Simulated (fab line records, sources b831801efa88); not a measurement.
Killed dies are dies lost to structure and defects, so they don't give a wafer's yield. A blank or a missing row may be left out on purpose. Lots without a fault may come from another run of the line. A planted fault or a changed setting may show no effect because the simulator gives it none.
Chamber matching | flow sfq_line | SFQ_TRILAYER_I0_VIA_ETCH_VIA_ETCH_034 on rie_diel-01: 4 sister chambers
The step etches SiO2 in CHF3, stops on Nb, target depth 260 nm. 4 wafers are shown with their chamber, then 7 later ones without.

WAFERS WITH THEIR CHAMBER
wafer  | chamber | drypump_motor_current_A (A)
L806.4 | 0       | 6.0
L808.3 | 1       | 6.7
L808.5 | 2       | 5.0
L815.5 | 3       | 6.4

WAFERS WITHOUT THEIR CHAMBER
wafer  | drypump_motor_current_A (A)
L815.6 | 5.0
L818.2 | 4.9
L818.5 | 6.6
L818.6 | 6.0
L823.1 | 6.7
L823.2 | 5.0
L823.6 | 6.7

WHICH CHAMBER EACH WENT THROUGH
wafer  | from the rows above     | in truth
L815.6 | 2                       | 2
L818.2 | 2                       | 2
L818.5 | can't be placed: 1 or 3 | 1
L818.6 | 0                       | 0
L823.1 | 1                       | 1
L823.2 | 2                       | 2
L823.6 | 1                       | 1
Placed correctly: 6 of 7. Can't be placed from these rows: 1 (the true chamber is among the candidates in 1). Placed wrongly: 0.
How it was worked out, from the rows above alone: a wafer's distance from a chamber is the root of the sum, over the readings, of the square of ((its reading less the chamber's mean) divided by the reading's scatter). The wafer belongs to the nearest chamber; if the next one is less than 2 further off, it can't be placed. A chamber's mean is the mean of its shown wafers. The scatter: with one shown wafer a chamber, the root of the mean of the squares of how far each hidden wafer lies from its nearest shown one.
